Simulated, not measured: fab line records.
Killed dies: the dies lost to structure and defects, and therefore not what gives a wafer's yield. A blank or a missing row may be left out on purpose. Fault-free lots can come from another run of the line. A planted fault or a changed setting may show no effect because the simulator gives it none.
Which of the tools did it? / flow sky130 / 39 wafers from 13 lots sampled at 3 of the route's 708 steps

## WHAT THE GAUGES READ, wafer by wafer
The record lacks any reading of a measuring or inspecting step that a usual standard deviation could be used to judge.

## TOOL THAT RAN EACH LOT (tool first, then ch and the chambers of the sampled wafers, then the start)
lot=L167; SKY_METAL4_SPUTTER_04=pvd sputter-04, day 41 07:36; SKY_METAL4_METAL_ETCH_18=rie metal-01 ch 0, day 43 08:10; SKY_PAD_OPEN_PROBE_99=-
lot=L170; SKY_METAL4_SPUTTER_04=pvd sputter-04, day 41 23:50; SKY_METAL4_METAL_ETCH_18=rie metal-03 ch 0,1, day 44 00:22; SKY_PAD_OPEN_PROBE_99=-
lot=L172; SKY_METAL4_SPUTTER_04=pvd sputter-02, day 42 05:07; SKY_METAL4_METAL_ETCH_18=rie metal-01 ch 0,1, day 44 06:01; SKY_PAD_OPEN_PROBE_99=-
lot=L173; SKY_METAL4_SPUTTER_04=pvd sputter-02, day 42 18:32; SKY_METAL4_METAL_ETCH_18=rie metal-01 ch 0,1, day 44 18:28; SKY_PAD_OPEN_PROBE_99=-
lot=L174; SKY_METAL4_SPUTTER_04=pvd sputter-03, day 42 19:29; SKY_METAL4_METAL_ETCH_18=rie metal-03 ch 0,1, day 44 18:34; SKY_PAD_OPEN_PROBE_99=-
lot=L175; SKY_METAL4_SPUTTER_04=pvd sputter-04, day 43 02:37; SKY_METAL4_METAL_ETCH_18=rie metal-03 ch 0,1, day 45 03:01; SKY_PAD_OPEN_PROBE_99=prober-01, day 48 20:38
lot=L176; SKY_METAL4_SPUTTER_04=pvd sputter-03, day 43 15:35; SKY_METAL4_METAL_ETCH_18=rie metal-03 ch 0,1, day 45 15:44; SKY_PAD_OPEN_PROBE_99=-
lot=L177; SKY_METAL4_SPUTTER_04=pvd sputter-03, day 43 22:08; SKY_METAL4_METAL_ETCH_18=rie metal-04 ch 0,1, day 45 21:52; SKY_PAD_OPEN_PROBE_99=-
lot=L178; SKY_METAL4_SPUTTER_04=pvd sputter-03, day 44 06:01; SKY_METAL4_METAL_ETCH_18=rie metal-01 ch 0,1, day 46 03:55; SKY_PAD_OPEN_PROBE_99=-
lot=L179; SKY_METAL4_SPUTTER_04=pvd sputter-04, day 44 13:46; SKY_METAL4_METAL_ETCH_18=rie metal-03 ch 0,1, day 46 12:16; SKY_PAD_OPEN_PROBE_99=-
lot=L180; SKY_METAL4_SPUTTER_04=pvd sputter-03, day 44 18:26; SKY_METAL4_METAL_ETCH_18=rie metal-04 ch 0, day 46 16:04; SKY_PAD_OPEN_PROBE_99=prober-02, day 50 03:41
lot=L181; SKY_METAL4_SPUTTER_04=pvd sputter-02, day 45 01:02; SKY_METAL4_METAL_ETCH_18=rie metal-03 ch 0,1, day 46 22:25; SKY_PAD_OPEN_PROBE_99=-
lot=L183; SKY_METAL4_SPUTTER_04=pvd sputter-03, day 45 08:17; SKY_METAL4_METAL_ETCH_18=rie metal-03 ch 0,1, day 47 04:19; SKY_PAD_OPEN_PROBE_99=prober-01, day 50 14:53
- SKY_METAL4_SPUTTER_04: material TiN, target thk 70 nm, time 58.3 s.
- SKY_METAL4_METAL_ETCH_18: etches the open film in Cl2/BCl3, stops on SiO2, target depth 845 nm, time 183.1 s.
- SKY_PAD_OPEN_PROBE_99

## AS READ BY THE TOOLS THEMSELVES (means over the sampled wafers that have a number; for cases with no such wafer, the mark the record gives instead)
SKY_METAL4_SPUTTER_04. Usual: throttle valve pct reads 29.8 % (standard deviation 1.6).
lot=L167; tool=pvd sputter-04; throttle valve pct (%)=30.4; flag=
lot=L170; tool=pvd sputter-04; throttle valve pct (%)=29.8; flag=
lot=L172; tool=pvd sputter-02; throttle valve pct (%)=28.3; flag=
lot=L173; tool=pvd sputter-02; throttle valve pct (%)=29.6; flag=
lot=L174; tool=pvd sputter-03; throttle valve pct (%)=30.2; flag=
lot=L175; tool=pvd sputter-04; throttle valve pct (%)=30.2; flag=
lot=L176; tool=pvd sputter-03; throttle valve pct (%)=29.8; flag=
lot=L177; tool=pvd sputter-03; throttle valve pct (%)=29.0; flag=
lot=L178; tool=pvd sputter-03; throttle valve pct (%)=29.1; flag=
lot=L179; tool=pvd sputter-04; throttle valve pct (%)=30.3; flag=
lot=L180; tool=pvd sputter-03; throttle valve pct (%)=30.3; flag=
lot=L181; tool=pvd sputter-02; throttle valve pct (%)=29.6; flag=
lot=L183; tool=pvd sputter-03; throttle valve pct (%)=29.8; flag=

SKY_METAL4_METAL_ETCH_18. Usual: chamber pressure mTorr 9.999 mTorr, standard deviation 0.0084; drypump motor current A 5.85 A, standard deviation 0.24; he backside leak sccm 3.42 sccm, standard deviation 0.23; mfc cl2 sccm 60.01 sccm, standard deviation 0.16; oes product au 0.866 a.u., standard deviation 0.0061; throttle valve pct 22.264 %, standard deviation 0.009.
lot=L167; tool=rie metal-01; chamber pressure mTorr (mTorr)=9.998; drypump motor current A (A)=5.77; he backside leak sccm (sccm)=3.90; mfc cl2 sccm (sccm)=60.15; oes product au (a.u.)=0.865; throttle valve pct (%)=22.272; flag=
lot=L170; tool=rie metal-03; chamber pressure mTorr (mTorr)=9.995; drypump motor current A (A)=6.04; he backside leak sccm (sccm)=3.32; mfc cl2 sccm (sccm)=59.91; oes product au (a.u.)=0.866; throttle valve pct (%)=22.269; flag=
lot=L172; tool=rie metal-01; chamber pressure mTorr (mTorr)=9.995; drypump motor current A (A)=5.95; he backside leak sccm (sccm)=3.46; mfc cl2 sccm (sccm)=59.83; oes product au (a.u.)=0.865; throttle valve pct (%)=22.271; flag=
lot=L173; tool=rie metal-01; chamber pressure mTorr (mTorr)=9.998; drypump motor current A (A)=5.87; he backside leak sccm (sccm)=3.48; mfc cl2 sccm (sccm)=60.06; oes product au (a.u.)=0.872; throttle valve pct (%)=22.268; flag=
lot=L174; tool=rie metal-03; chamber pressure mTorr (mTorr)=9.997; drypump motor current A (A)=6.01; he backside leak sccm (sccm)=3.40; mfc cl2 sccm (sccm)=59.97; oes product au (a.u.)=0.858; throttle valve pct (%)=22.271; flag=
lot=L175; tool=rie metal-03; chamber pressure mTorr (mTorr)=10.003; drypump motor current A (A)=6.03; he backside leak sccm (sccm)=3.34; mfc cl2 sccm (sccm)=59.98; oes product au (a.u.)=0.864; throttle valve pct (%)=22.261; flag=
lot=L176; tool=rie metal-03; chamber pressure mTorr (mTorr)=10.001; drypump motor current A (A)=6.03; he backside leak sccm (sccm)=3.90; mfc cl2 sccm (sccm)=59.88; oes product au (a.u.)=0.865; throttle valve pct (%)=22.264; flag=
lot=L177; tool=rie metal-04; chamber pressure mTorr (mTorr)=10.001; drypump motor current A (A)=5.69; he backside leak sccm (sccm)=3.21; mfc cl2 sccm (sccm)=59.85; oes product au (a.u.)=0.873; throttle valve pct (%)=22.257; flag=
lot=L178; tool=rie metal-01; chamber pressure mTorr (mTorr)=10.004; drypump motor current A (A)=5.95; he backside leak sccm (sccm)=3.53; mfc cl2 sccm (sccm)=59.90; oes product au (a.u.)=0.853; throttle valve pct (%)=22.269; flag=
lot=L179; tool=rie metal-03; chamber pressure mTorr (mTorr)=10.003; drypump motor current A (A)=5.83; he backside leak sccm (sccm)=3.52; mfc cl2 sccm (sccm)=59.97; oes product au (a.u.)=0.872; throttle valve pct (%)=22.267; flag=
lot=L180; tool=rie metal-04; chamber pressure mTorr (mTorr)=10.001; drypump motor current A (A)=5.75; he backside leak sccm (sccm)=3.50; mfc cl2 sccm (sccm)=60.01; oes product au (a.u.)=0.863; throttle valve pct (%)=22.264; flag=
lot=L181; tool=rie metal-03; chamber pressure mTorr (mTorr)=9.999; drypump motor current A (A)=5.82; he backside leak sccm (sccm)=3.34; mfc cl2 sccm (sccm)=59.96; oes product au (a.u.)=0.861; throttle valve pct (%)=22.257; flag=
lot=L183; tool=rie metal-03; chamber pressure mTorr (mTorr)=9.998; drypump motor current A (A)=5.84; he backside leak sccm (sccm)=3.29; mfc cl2 sccm (sccm)=60.03; oes product au (a.u.)=0.876; throttle valve pct (%)=22.252; flag=

SKY_PAD_OPEN_PROBE_99. Usual: defect limited yield 82.3 %, standard deviation 1.8; killed_at_M0_to_M3 43, standard deviation 6.9; killed_at_M4_up 3.2, standard deviation 1.6; killed at contacts 25, standard deviation 5.1; killed at front end 16, standard deviation 4.5; killed at other 0.3, standard deviation 0.68; killed dies 87, standard deviation 8.9; killed on rim 16, standard deviation 3.6; killed open 48, standard deviation 6.9; killed short 39, standard deviation 6.3; sort_bin_3_pad_short 0.8 %, standard deviation 0.4; sort_bin_5_function 10.5 %, standard deviation 1.4; sort_bin_6_memory 6.4 %, standard deviation 1.1; sort n pass 405, standard deviation 8.9; sort yield pct 82.3 %, standard deviation 1.8.
lot=L175; tool=prober-01; defect limited yield (%)=80.6; killed_at_M0_to_M3=42; killed_at_M4_up=2.7; killed at contacts=33; killed at front end=17; killed at other=0.3; killed dies=95; killed on rim=17; killed open=50; killed short=46; sort_bin_3_pad_short (%)=0.9; sort_bin_5_function (%)=11.2; sort_bin_6_memory (%)=7.3; sort n pass=397; sort yield pct (%)=80.6; flag=
lot=L180; tool=prober-02; defect limited yield (%)=81.6; killed_at_M0_to_M3=42; killed_at_M4_up=3.3; killed at contacts=28; killed at front end=17; killed at other=0.0; killed dies=91; killed on rim=17; killed open=49; killed short=41; sort_bin_3_pad_short (%)=1.1; sort_bin_5_function (%)=10.8; sort_bin_6_memory (%)=6.5; sort n pass=401; sort yield pct (%)=81.6; flag=
lot=L183; tool=prober-01; defect limited yield (%)=82.9; killed_at_M0_to_M3=43; killed_at_M4_up=2.0; killed at contacts=16; killed at front end=23; killed at other=0.0; killed dies=84; killed on rim=19; killed open=42; killed short=41; sort_bin_3_pad_short (%)=1.0; sort_bin_5_function (%)=8.9; sort_bin_6_memory (%)=7.1; sort n pass=408; sort yield pct (%)=82.9; flag=

## THE ANSWER, worked out from the rows above alone
Rule: a lot counts as off when the mean over its wafers that have a number is more than 3 standard deviations away from the usual mean. Also off: a lot with no number at a reading for which 4 or more lots have one. Where the step has rows for the other lots, those lots are counted as sound. The gauges are gone through in route order, then the tools' own readings, and for those a lot's mean is taken as printed above. At the first step where some lot is off, the reading lying furthest off is the one used; lots without a number count as furthest.
No lot is off at any reading shown: from this, nothing can be told.

## WHAT THE SIMULATOR HAD INSERTED
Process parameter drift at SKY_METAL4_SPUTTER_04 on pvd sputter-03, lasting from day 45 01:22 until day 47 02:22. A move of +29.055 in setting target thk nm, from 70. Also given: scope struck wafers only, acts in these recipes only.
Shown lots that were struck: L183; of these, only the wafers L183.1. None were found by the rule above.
